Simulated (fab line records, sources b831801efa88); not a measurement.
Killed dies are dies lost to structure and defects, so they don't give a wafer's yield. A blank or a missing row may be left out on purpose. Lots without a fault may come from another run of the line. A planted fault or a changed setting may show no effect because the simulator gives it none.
Split-lot experiment | flow sfq_line | 5 lots, 23 wafers read, on a route of 325 steps

THE SPLIT
At SFQ_TRILAYER_M1_DEP_SPUTTER_037 (material Nb, target thk 200 nm, time 133.3 s), the setting power_w was moved away from the recipe's 2000 W on 10 of the 23 wafers read, by -9.4% to +8.5%. The other wafers ran this setting at the recipe's value.

FROM THE SPLIT TO THE READING: what the file shows between them, 3 steps
- SFQ_M1_RS_MEAS_909: measures by four-point-probe
- SFQ_TRILAYER_M1_LITHO_EXPOSE_040: exposes mask M1, target cd 500 nm (also split here: dose_mj)
- SFQ_TRILAYER_M1_BARC_OPEN_METAL_ETCH_054: etches BARC in O2, target depth 125 nm, time 41.7 s (also split here: time_s)

THE READING
oes_product_au, in a.u., at SFQ_TRILAYER_M1_ETCH_METAL_ETCH_042 (etches Nb in Cl2/Ar, stops on SiO2, target depth 240 nm, time 120 s). Fault-free wafers of this fab line usually give 0.894 a.u., standard deviation 0.0062 a.u..

wafer  | tool, chamber at the split | power_w as run, W | against the recipe | oes_product_au, a.u. | against lot-mates on the recipe
L075.1 | pvd_sputter-03, -          | 1812              | -9.4%              | 0.841                | -0.044
L075.2 | pvd_sputter-03, -          | 1812              | -9.4%              | 0.842                | -0.043
L075.3 | pvd_sputter-03, -          | 2000              | recipe             | 0.892                | -
L075.4 | pvd_sputter-03, -          | 2000              | recipe             | 0.878                | -
L075.5 | pvd_sputter-03, -          | 1812              | -9.4%              | 0.853                | -0.032
L076.1 | pvd_sputter-04, -          | 2162              | +8.1%              | 0.937                | +0.044
L076.2 | pvd_sputter-04, -          | 2000              | recipe             | 0.895                | -
L076.3 | pvd_sputter-04, -          | 2162              | +8.1%              | 0.941                | +0.048
L076.4 | pvd_sputter-04, -          | 2000              | recipe             | 0.891                | -
L076.5 | pvd_sputter-04, -          | 2162              | +8.1%              | 0.943                | +0.050
L079.1 | pvd_sputter-04, -          | 2000              | recipe             | 0.881                | -
L079.3 | pvd_sputter-04, -          | 2136              | +6.8%              | 0.935                | +0.053
L079.4 | pvd_sputter-04, -          | 2136              | +6.8%              | 0.933                | +0.051
L079.5 | pvd_sputter-04, -          | 2000              | recipe             | 0.882                | -
L079.6 | pvd_sputter-04, -          | 2000              | recipe             | 0.884                | -
L082.1 | pvd_sputter-04, -          | 2000              | recipe             | 0.897                | -
L082.2 | pvd_sputter-04, -          | 2000              | recipe             | 0.903                | -
L082.4 | pvd_sputter-04, -          | 2000              | recipe             | 0.903                | -
L085.1 | pvd_sputter-04, -          | 2000              | recipe             | 0.892                | -
L085.2 | pvd_sputter-04, -          | 2170              | +8.5%              | 0.927                | +0.034
L085.3 | pvd_sputter-04, -          | 2170              | +8.5%              | 0.933                | +0.040
L085.4 | pvd_sputter-04, -          | 2000              | recipe             | 0.887                | -
L085.6 | pvd_sputter-04, -          | 2000              | recipe             | 0.899                | -

THE FIT
A straight line over all 23 wafers: oes_product_au changes by +0.00529 a.u. for each +1% of power_w; r = +0.97; the points scatter about the line by 0.0077 a.u..
The same after taking each lot's own level away (the mean of its wafers on the recipe; 23 wafers): +0.00505 a.u. for each +1%; r = +0.97; scatter 0.0073 a.u..
On that fit, the largest move of power_w shifts the reading by 0.047 a.u..
The lots' own levels span 0.8823 to 0.9010 a.u., that is 3.0 times the standard deviation above.
So the lot-to-lot level changes the slope little: the two slopes agree.
Check: with one of the wafers moved furthest among these (-9.4%) left out of the fit, the line predicts -0.0448 a.u. for it against its lot-mates. It came out at -0.044 a.u. against them.

OTHER SPLITS ON THESE WAFERS
These wafers also went through other splits before the reading. Each is held against what the fit with the lots' levels taken away leaves over:
other split on the same wafers                     | wafers away from the commonest value | r with oes_product_au (lot level and that fit taken away)
SFQ_TRILAYER_INCOMING_OXIDATION_002 ox_time_s      | 18                                   | -0.25
SFQ_TRILAYER_L0_LITHO_COAT_010 resist_thk_nm       | 9                                    | -0.11
SFQ_TRILAYER_L0_VIA_LITHO_PEB_016 peb_time_s       | 7                                    | -0.02
SFQ_TRILAYER_M0_LITHO_EXPOSE_022 dose_mj           | 12                                   | -0.13
SFQ_TRILAYER_M0_ETCH_METAL_ETCH_024 pressure_mtorr | 10                                   | +0.29
SFQ_TRILAYER_I0_VIA_LITHO_COAT_031 resist_thk_nm   | 5                                    | -0.09
SFQ_TRILAYER_M1_LITHO_EXPOSE_040 dose_mj           | 8                                    | +0.22
SFQ_TRILAYER_M1_BARC_OPEN_METAL_ETCH_054 time_s    | 8                                    | +0.16

THE WHOLE CHAIN: every reading that the file lists as answering this split, in the file's order
step                                | what it does                                                        | reading                                                                                   | change (the file's fit)                   | r (the file's)
SFQ_TRILAYER_M1_DEP_SPUTTER_037     | material Nb, target thk 200 nm, time 133.3 s                        | Nb_of_TRILAYER_M1_DEP_SPUTTER_037.thk_nm (the simulator's own value, which no gauge read) | +2.01 nm for each +1% of the setting      | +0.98
SFQ_M1_RS_MEAS_909                  | measures by four-point-probe                                        | M1_NB_RS                                                                                  | -0.00892 for each +1% of the setting      | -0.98
SFQ_TRILAYER_M1_ETCH_METAL_ETCH_042 | etches Nb in Cl2/Ar, stops on SiO2, target depth 240 nm, time 120 s | oes_product_au                                                                            | +0.00518 a.u. for each +1% of the setting | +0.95

THE FILE'S OWN FIT
oes_product_au changes by +0.00518 a.u. for each +1% of power_w, r = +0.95.
